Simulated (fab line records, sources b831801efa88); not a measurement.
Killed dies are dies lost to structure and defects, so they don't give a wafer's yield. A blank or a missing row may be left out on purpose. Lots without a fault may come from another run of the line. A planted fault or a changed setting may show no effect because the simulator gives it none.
fab line records | flow gf180mcu
record lots=14 wafers=42 last_day=34
route steps=602 shown V3@447 V4@478
lots that met no fault: from a run of the same line without faults
start_h: hours from the record's first day to the start of the lot's first wafer shown | wait_h: hours since the lot's step before | " the same as in the row above | L1.1+2: a row that stands for several wafers | - no value, or no start given | * or withheld: withheld | < > ~ a bound
route shown NAME@n: a module of which the file shows steps, and the number in the route of the first | usual: mean/standard deviation of fault-free wafers | same: alike in all rows | chamber/n: place in a boat | sites: the reading at each site | _std_site: their standard deviation | _edge_site: outer sites' mean less inner sites' | radius_mm: how far each site lies from the wafer's centre | mask NAME#n: copy n | behind: the tool/chamber that last shaped the wafer | hold: why the lot was held/for how many hours/how that ended | device: the transistor (n, p or np) that didn't switch | end of line: the same wafers' tests at the end of the route | a step without rows: its recipe alone | killed: dies lost to structure and defects at the first sort, not the wafer's yield | map: a wafer's dies, x killed, . not, _ none there
set.NAME: the setting as run; set.NAME@STEP: as run at that earlier step | model.NAME: the simulator's own value behind a step, which no gauge read
steps of the route over a sample of lots; a table a step, a row a wafer
services: from which hour (start_h, from the record's first day; less than 0 if before it) a tool's chamber was out of use, for how many hours, and why
## steps
# step GF_V3_STRIP_18
# recipe chemistry=O2/N2 power_w=1400 pressure_mtorr=1500 platen_temp_c=250 o2_flow_sccm=3000 n2_flow_sccm=300 overash_fraction=0.5
# usual chamber_pressure_mTorr=1499.8/1.4 drypump_motor_current_A=5.61/0.29 heater_power_w=351/61 n2_flow_sccm=300.1/0.95 oes_product_au=0.592/0.0047
# columns lot.wafer tool chamber start_h wait_h chamber_pressure_mTorr drypump_motor_current_A heater_power_w n2_flow_sccm oes_product_au rf_hours_counter_h
L983.4 plasma_asher-04 0 511.51 - 1500.7 5.24 328 299.6 0.596 -
L983.5 " 1 " " 1502.0 6.03 283 300.2 0.591 -
L983.6 " 0 " " 1501.1 5.25 336 299.2 0.593 -
L984.2 plasma_asher-03 1 522.57 - 1499.8 5.88 442 298.8 0.602 72
L984.4 " 0 " " 1500.6 5.43 281 300.4 0.592 -
L984.6 " 1 " " 1498.2 5.87 439 299.8 0.595 -
L985.1 plasma_asher-03 0 525.83 - 1500.3 5.38 291 300.2 0.591 73
L985.2 " 1 " " 1500.6 5.86 438 301.1 0.601 73
L985.6 " 0 " " 1501.1 5.40 276 301.1 0.596 -
L986.2 plasma_asher-01 0 529.83 - 1499.5 5.72 372 298.8 0.595 40
L986.5 " 0 " " 1501.4 5.71 376 300.4 0.590 -
L986.6 " 1 " " 1500.0 5.30 374 301.2 0.587 -
L988.1 plasma_asher-03 1 554.02 - 1498.9 5.86 429 300.5 0.593 76
L988.3 " 0 " " 1498.2 5.41 284 301.1 0.583 -
L988.6 " 1 " " 1498.4 5.86 430 299.8 0.589 -
L992.3 plasma_asher-04 1 589.79 - 1497.3 6.02 283 300.0 0.591 -
L992.4 " 0 " " 1502.5 5.24 328 299.6 0.587 -
L992.5 " 0 " " 1499.8 5.25 331 299.8 0.589 -
L994.1 plasma_asher-04 1 613.13 - 1499.8 6.03 286 301.0 0.594 19
L994.5 " 1 " " 1500.6 6.01 286 300.4 0.601 -
L994.6 " 0 " " 1501.3 5.23 328 300.5 0.592 -
L995.1 plasma_asher-03 1 615.08 - 1502.4 5.83 438 301.8 0.593 82
L995.2 " 0 " " 1500.4 5.41 275 300.5 0.596 82
L995.3 " 0 " " 1501.0 5.42 281 299.9 0.589 -
L100.1 plasma_asher-01 0 651.17 - 1499.5 5.74 372 299.4 0.600 53
L100.4 " 0 " " 1500.3 5.74 373 301.4 0.592 -
L100.6 " 1 " " 1502.7 5.31 380 300.3 0.596 -
L101.1 plasma_asher-03 1 657.18 - 1499.5 5.90 450 299.7 0.583 86
L101.2 " 0 " " 1500.8 5.40 281 301.0 0.595 86
L101.3 " 0 " " 1499.3 5.37 284 299.9 0.592 -
L102.2 plasma_asher-04 0 662.63 - 1499.4 5.26 334 301.0 0.585 24
L102.3 " 1 " " 1500.2 6.05 277 299.6 0.581 -
L102.6 " 0 " " 1501.5 5.24 331 299.6 0.590 -
L103.1 plasma_asher-03 0 670.06 - 1498.3 5.39 278 299.5 0.590 88
L103.3 " 0 " " 1497.7 5.39 289 299.8 0.587 -
L103.4 " 1 " " 1500.8 5.87 434 300.9 0.598 -
L104.2 plasma_asher-04 0 674.06 - 1498.7 5.24 331 299.2 0.594 26
L104.5 " 0 " " 1499.5 5.24 321 300.2 0.592 -
L104.6 " 1 " " 1501.5 6.10 278 300.8 0.592 -
L105.1 plasma_asher-03 0 680.36 - 1499.0 5.46 279 299.7 0.590 89
L105.4 " 0 " " 1498.8 5.46 280 299.8 0.597 -
L105.6 " 1 " " 1500.1 5.85 427 301.6 0.594 -
# step GF_V3_CVD_23
# recipe material=W target_thk_nm=350 time_s=104.9 temp_c=400 pressure_torr=40
# usual heater_power_w=841/46
# columns lot.wafer tool chamber start_h wait_h heater_power_w
L983.4 cvd_w-01 0 512.16 0.1 767
L983.5 " 1 " " 853
L983.6 " 0 " " 743
L984.2 cvd_w-02 1 523.20 0.0 858
L984.4 " 1 " " 885
L984.6 " 1 " " 852
L985.1 cvd_w-02 0 526.46 0.0 869
L985.2 " 1 " " 871
L985.6 " 1 " " 882
L986.2 cvd_w-01 0 530.49 0.0 763
L986.5 " 1 " " 842
L986.6 " 0 " " 777
L988.1 cvd_w-01 1 554.65 0.0 841
L988.3 " 0 " " 780
L988.6 " 0 " " 785
L992.3 cvd_w-01 1 590.44 0.1 831
L992.4 " 0 " " 769
L992.5 " 0 " " 755
L994.1 cvd_w-01 1 613.76 0.0 839
L994.5 " 0 " " 768
L994.6 " 1 " " 852
L995.1 cvd_w-01 1 616.01 0.0 849
L995.2 " 0 " " 745
L995.3 " 1 " " 848
L100.1 cvd_w-01 0 651.80 0.0 763
L100.4 " 0 " " 766
L100.6 " 1 " " 870
L101.1 cvd_w-01 1 657.81 0.0 850
L101.2 " 0 " " 782
L101.3 " 1 " " 836
L102.2 cvd_w-01 0 663.26 0.0 770
L102.3 " 0 " " 752
L102.6 " 1 " " 854
L103.1 cvd_w-01 0 670.72 0.0 782
L103.3 " 1 " " 838
L103.4 " 0 " " 767
L104.2 cvd_w-02 0 674.69 0.0 863
L104.5 " 1 " " 908
L104.6 " 0 " " 885
L105.1 cvd_w-02 0 681.02 0.0 909
L105.4 " 0 " " 878
L105.6 " 0 " " 883
# step GF_V4_CVD_02
# recipe material=SiO2 target_thk_nm=850 precursor=TEOS temp_c=400 time_s=94.851 rf_w=600
# usual heater_power_w=647/120
# columns lot.wafer tool chamber start_h wait_h heater_power_w
L983.4 pecvd-03 1 537.04 0.1 542
L983.5 " 2 " " 610
L983.6 " 0 " " 532
L984.2 pecvd-03 1 548.03 0.0 556
L984.4 " 0 " " 532
L984.6 " 1 " " 442
L985.1 pecvd-01 1 551.21 0.1 584
L985.2 " 0 " " 688
L985.6 " 2 " " 599
L986.2 pecvd-01 0 555.30 0.0 610
L986.5 " 2 " " 582
L986.6 " 0 " " 666
L988.1 pecvd-01 2 578.14 0.1 589
L988.3 " 1 " " 717
L988.6 " 2 " " 635
L992.3 pecvd-04 0 613.04 0.0 626
L992.4 " 0 " " 667
L992.5 " 1 " " 624
L994.1 pecvd-01 2 635.40 0.1 536
L994.5 " 1 " " 742
L994.6 " 2 " " 558
L995.1 pecvd-04 2 637.85 0.1 826
L995.2 " 1 " " 640
L995.3 " 0 " " 648
L100.1 pecvd-04 1 673.11 0.1 629
L100.4 " 0 " " 534
L100.6 " 2 " " 786
L101.1 pecvd-01 1 679.03 0.1 774
L101.2 " 2 " " 560
L101.3 " 0 " " 687
L102.2 pecvd-03 2 683.78 0.0 713
L102.3 " 0 " " 551
L102.6 " 0 " " 447
L103.1 pecvd-03 1 690.98 0.1 467
L103.3 " 0 " " 494
L103.4 " 0 " " 542
L104.2 pecvd-01 1 695.25 0.0 734
L104.5 " 0 " " 557
L104.6 " 2 " " 520
L105.1 pecvd-04 0 700.90 0.1 579
L105.4 " 1 " " 660
L105.6 " 0 " " 623
# step GF_V4_ETCH_16
# recipe chemistry=N2/H2 target_depth_a=withheld overetch_a=withheld time_s=withheld target=BARC ion_energy_ev=200 source_w=500 bias_w=100 pressure_mtorr=30 n2_flow_sccm=100 h2_flow_sccm=200
# usual bias_w=100.04/0.29 chamber_pressure_mTorr=30.00/0.034 drypump_motor_current_A=5.7/0.5 n2_flow_sccm=100.0/0.31 oes_product_au=0.854/0.0049 throttle_valve_pct=13.225/0.0079
# columns lot.wafer tool chamber start_h wait_h bias_w chamber_pressure_mTorr drypump_motor_current_A n2_flow_sccm oes_product_au throttle_valve_pct
L983.4 rie_diel-01 2 560.66 0.0 100.46 30.00 5.7 99.6 0.855 13.229
L983.5 " 1 " " 99.61 30.02 5.6 100.3 0.852 13.219
L983.6 " 0 " " 100.66 30.04 6.4 100.0 0.857 13.227
L984.2 rie_diel-03 2 570.79 0.0 99.88 30.01 5.2 100.7 0.845 13.232
L984.4 " 1 " " 99.29 30.06 5.0 100.0 0.854 13.223
L984.6 " 1 " " 100.34 30.06 5.0 100.1 0.853 13.208
L985.1 rie_diel-01 3 573.22 0.0 100.20 29.98 5.5 99.9 0.857 13.226
L985.2 " 0 " " 99.94 30.04 6.4 100.2 0.854 13.243
L985.6 " 2 " " 99.89 30.03 5.7 100.6 0.853 13.227
L986.2 rie_diel-04 3 577.80 0.0 99.82 30.02 5.7 100.4 0.853 13.221
L986.5 " 3 " " 100.09 30.01 5.7 99.7 0.854 13.235
L986.6 " 1 " " 100.38 29.97 6.5 100.0 0.854 13.222
L988.1 rie_diel-03 3 599.50 0.0 99.75 29.97 5.5 100.3 0.858 13.223
L988.3 " 3 " " 99.83 29.99 5.5 99.9 0.843 13.220
L988.6 " 3 " " 100.00 30.00 5.5 100.1 0.860 13.210
L992.3 rie_diel-03 0 634.27 0.0 99.55 29.93 6.3 100.2 0.853 13.229
L992.4 " 3 " " 100.05 29.94 5.5 99.4 0.849 13.217
L992.5 " 2 " " 100.38 29.96 5.2 100.0 0.856 13.217
L994.1 rie_diel-04 3 655.64 0.0 - - - - - -
L994.5 " 1 " " - - - - - -
L994.6 " 2 " " - - - - - -
L995.1 rie_diel-01 2 657.91 0.0 - - - - - -
L995.2 " 3 " " - - - - - -
L995.3 " 0 " " - - - - - -
L100.1 rie_diel-04 2 692.42 0.0 100.11 30.04 5.6 100.0 0.849 13.227
L100.4 " 3 " " 99.92 29.97 5.8 100.1 0.841 13.227
L100.6 " 2 " " 99.90 30.01 5.6 100.2 0.853 13.230
L101.1 rie_diel-01 2 697.79 0.0 100.07 30.02 5.7 99.9 0.849 13.211
L101.2 " 0 " " 100.17 30.01 6.4 100.1 0.861 13.218
L101.3 " 1 " " 99.99 29.99 5.6 99.8 0.846 13.228
L102.2 rie_diel-01 3 702.34 0.0 100.28 30.03 5.5 100.1 0.862 13.219
L102.3 " 1 " " 99.81 30.01 5.6 99.5 0.851 13.222
L102.6 " 2 " " 100.12 30.00 5.7 100.1 0.853 13.214
L103.1 rie_diel-04 3 710.09 0.0 100.05 29.99 5.8 100.1 0.850 13.228
L103.3 " 2 " " 99.64 30.02 5.6 100.2 0.861 13.221
L103.4 " 0 " " 99.83 29.97 6.4 99.8 0.862 13.222
L104.2 rie_diel-03 2 714.22 0.0 100.31 30.00 5.2 100.1 0.856 13.238
L104.5 " 1 " " 100.18 30.04 5.0 100.2 0.851 13.228
L104.6 " 2 " " 99.92 30.02 5.2 99.9 0.851 13.223
L105.1 rie_diel-03 2 719.80 0.0 100.12 30.04 5.2 100.1 0.848 13.227
L105.4 " 0 " " 100.78 30.03 6.3 99.9 0.852 13.224
L105.6 " 0 " " 100.49 30.03 6.3 99.5 0.859 13.229
# step GF_V4_ETCH_17
# recipe chemistry=C4F8/O2/Ar mask_material=KrF target=SiO2 stop_on=TiN source_w=1500 bias_w=1200 pressure_mtorr=40 c4f8_flow_sccm=withheld O2_flow_sccm=6 Ar_flow_sccm=300 time_s=withheld target_depth_a=6300
# usual bias_w=1200/3.6 chamber_pressure_mTorr=40.00/0.042 oes_product_au=0.856/0.0051
# columns lot.wafer tool chamber start_h wait_h bias_w chamber_pressure_mTorr oes_product_au
L983.4 rie_diel-01 2 - - 1199 40.01 0.847
L983.5 " 1 " " 1205 39.99 0.848
L983.6 " 0 " " 1206 39.91 0.856
L984.2 rie_diel-03 2 - - 1200 39.94 0.856
L984.4 " 1 " " 1197 39.98 0.852
L984.6 " 1 " " 1206 40.04 0.863
L985.1 rie_diel-01 3 - - 1204 40.05 0.856
L985.2 " 0 " " 1197 39.99 0.859
L985.6 " 2 " " 1197 40.00 0.857
L986.2 rie_diel-04 3 - - 1202 40.04 0.851
L986.5 " 3 " " 1201 40.00 0.853
L986.6 " 1 " " 1203 40.03 0.858
L988.1 rie_diel-03 3 - - 1201 40.06 0.859
L988.3 " 3 " " 1202 40.02 0.867
L988.6 " 3 " " 1200 39.99 0.858
L992.3 rie_diel-03 0 - - 1198 40.02 0.858
L992.4 " 3 " " 1195 39.99 0.859
L992.5 " 2 " " 1206 39.96 0.847
L994.1 rie_diel-04 3 - - 1202 40.03 0.373
L994.5 " 1 " " 1197 40.01 0.372
L994.6 " 2 " " 1202 39.94 0.373
L995.1 rie_diel-01 2 - - 1197 39.94 0.379
L995.2 " 3 " " 1202 40.10 0.386
L995.3 " 0 " " 1195 40.07 0.365
L100.1 rie_diel-04 2 - - 1206 39.99 0.856
L100.4 " 3 " " 1199 39.94 0.848
L100.6 " 2 " " 1203 40.02 0.854
L101.1 rie_diel-01 2 - - 1198 40.00 0.848
L101.2 " 0 " " 1199 39.98 0.845
L101.3 " 1 " " 1198 40.02 0.854
L102.2 rie_diel-01 3 - - 1203 40.04 0.866
L102.3 " 1 " " 1201 40.05 0.855
L102.6 " 2 " " 1194 40.00 0.852
L103.1 rie_diel-04 3 - - 1199 40.03 0.858
L103.3 " 2 " " 1203 39.97 0.849
L103.4 " 0 " " 1198 39.99 0.863
L104.2 rie_diel-03 2 - - 1198 39.92 0.853
L104.5 " 1 " " 1195 40.00 0.851
L104.6 " 2 " " 1201 40.02 0.856
L105.1 rie_diel-03 2 - - 1202 40.07 0.855
L105.4 " 0 " " 1205 39.99 0.862
L105.6 " 0 " " 1200 40.06 0.850
# step GF_V4_STRIP_18
# recipe chemistry=O2/N2 power_w=1400 pressure_mtorr=1500 platen_temp_c=250 o2_flow_sccm=3000 n2_flow_sccm=300 overash_fraction=0.5
# usual chamber_pressure_mTorr=1500.0/1.4 drypump_motor_current_A=5.5/0.33 heater_power_w=338/35 n2_flow_sccm=300.0/0.96 oes_product_au=0.593/0.0051
# columns lot.wafer tool chamber start_h wait_h chamber_pressure_mTorr drypump_motor_current_A heater_power_w n2_flow_sccm oes_product_au rf_hours_counter_h
L983.4 plasma_asher-04 1 560.80 - 1501.7 6.1 286 299.6 0.592 -
L983.5 " 0 " " 1500.5 5.2 331 299.3 0.586 -
L983.6 " 1 " " 1498.6 6.0 278 299.4 0.596 -
L984.2 plasma_asher-02 0 570.92 - 1498.7 5.0 310 299.0 0.590 96
L984.4 " 1 " " 1501.1 5.6 353 300.3 0.597 -
L984.6 " 1 " " 1500.0 5.6 355 301.2 0.602 -
L985.1 plasma_asher-02 0 573.35 - 1500.9 5.1 305 299.5 0.599 97
L985.2 " 1 " " 1501.3 5.6 341 300.9 0.592 97
L985.6 " 0 " " 1500.6 5.0 311 299.6 0.586 -
L986.2 plasma_asher-02 0 577.93 - 1500.9 5.1 306 300.5 0.595 97
L986.5 " 0 " " 1501.0 5.0 314 300.7 0.597 -
L986.6 " 1 " " 1501.0 5.6 337 300.5 0.588 -
L988.1 plasma_asher-01 0 599.69 - 1501.9 5.7 363 300.0 0.592 48
L988.3 " 1 " " 1500.4 5.3 393 299.8 0.587 -
L988.6 " 1 " " 1499.5 5.3 382 301.0 0.595 -
L992.3 plasma_asher-02 1 634.43 - 1500.0 5.6 356 299.6 0.591 -
L992.4 " 0 " " 1501.0 5.0 303 300.1 0.600 -
L992.5 " 1 " " 1497.0 5.6 343 300.9 0.597 -
L994.1 plasma_asher-01 0 655.77 - 1498.4 5.6 371 299.0 0.617 54
L994.5 " 0 " " 1498.4 5.6 371 300.8 0.612 -
L994.6 " 1 " " 1500.7 5.3 378 299.3 0.608 -
L995.1 plasma_asher-04 0 658.04 - 1498.7 5.2 328 298.2 0.612 24
L995.2 " 1 " " 1500.9 6.0 281 300.5 0.607 24
L995.3 " 0 " " 1500.7 5.2 328 299.8 0.618 -
L100.1 plasma_asher-02 1 692.55 - 1499.3 5.6 350 300.4 0.591 109
L100.4 " 0 " " 1499.3 5.0 305 298.7 0.589 -
L100.6 " 1 " " 1500.5 5.6 340 301.4 0.591 -
L101.1 plasma_asher-01 0 697.92 - 1499.7 5.7 369 299.4 0.591 58
L101.2 " 1 " " 1499.1 5.3 386 300.9 0.597 58
L101.3 " 0 " " 1499.6 5.7 363 300.5 0.595 -
L102.2 plasma_asher-01 1 702.47 - 1499.0 5.3 383 300.3 0.582 59
L102.3 " 1 " " 1499.2 5.3 389 300.3 0.596 -
L102.6 " 0 " " 1498.9 5.7 369 301.0 0.594 -
L103.1 plasma_asher-04 0 710.22 - 1499.5 5.2 328 300.0 0.594 29
L103.3 " 1 " " 1499.3 6.1 273 300.9 0.593 -
L103.4 " 0 " " 1499.8 5.2 329 301.2 0.596 -
L104.2 plasma_asher-04 0 714.35 - 1500.5 5.2 330 300.3 0.590 30
L104.5 " 0 " " 1498.0 5.2 334 300.8 0.597 -
L104.6 " 1 " " 1502.0 6.0 278 299.4 0.597 -
L105.1 plasma_asher-01 0 719.93 - 1496.9 5.8 370 300.9 0.601 61
L105.4 " 0 " " 1499.6 5.7 370 301.0 0.581 -
L105.6 " 1 " " 1498.4 5.3 383 301.4 0.588 -
## services
# columns tool chamber start_h hours kind
rie_diel-01 2 491.31 2.1 repair
plasma_asher-01 - 492.16 1.0 repair
rie_diel-04 1 497.43 11.0 repair
rie_diel-03 3 498.98 4.5 repair
rie_diel-04 0 525.64 32.4 repair
plasma_asher-04 - 541.05 15.6 pm
rie_diel-01 1 546.51 11.4 repair
rie_diel-01 3 549.31 17.9 repair
rie_diel-04 0 565.48 34.3 repair
rie_diel-03 0 571.35 4.2 repair
rie_diel-03 3 576.40 2.7 repair
plasma_asher-03 - 577.20 4.0 pm
cvd_w-01 - 588.75 1.4 repair
rie_diel-04 3 592.32 11.7 repair
rie_diel-03 1 599.32 7.8 repair
cvd_w-01 0 606.74 2.1 repair
rie_diel-03 3 611.80 6.4 repair
rie_diel-03 2 612.10 13.2 repair
rie_diel-04 - 637.77 0.2 repair
cvd_w-01 - 638.26 0.5 repair
rie_diel-04 2 656.61 6.1 repair
rie_diel-03 - 695.74 15.6 pm
plasma_asher-04 - 700.66 1.1 repair
rie_diel-01 - 704.53 14.6 pm
## key
first_sign step=GF_V4_ETCH_16 reading=tool_record direction=missing
effect step=GF_V4_ETCH_17 reading=oes_product_au direction=down sigmas=94 usual=0.856 struck=0.375
effect step=GF_V4_STRIP_18 reading=oes_product_au direction=up sigmas=3.9 usual=0.593 struck=0.612
met_at GF_V4_ETCH_16
struck_lots L994,L995
later_rows_left_out L994.1,L994.5,L994.6,L995.1,L995.2,L995.3
sort_left_out L994.1,L994.5,L994.6,L995.1,L995.2,L995.3
not_acting_at GF_V3_STRIP_18,GF_V3_CVD_23,GF_V4_CVD_02
onset_between 577.80 655.64
fault kind=skipped_step_whole tool=rie_diel-01,rie_diel-04 chamber=- onset_h=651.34 steps=GF_V4_ETCH_16 scope=struck_lots_only
# sort_left_out: the simulated sort isn't trusted on such a fault, so these wafers' sort isn't shown, and their yield isn't known
# later_rows_left_out: the simulator's readings of these wafers behind a module that went badly wrong aren't trusted and aren't shown, but for the sort
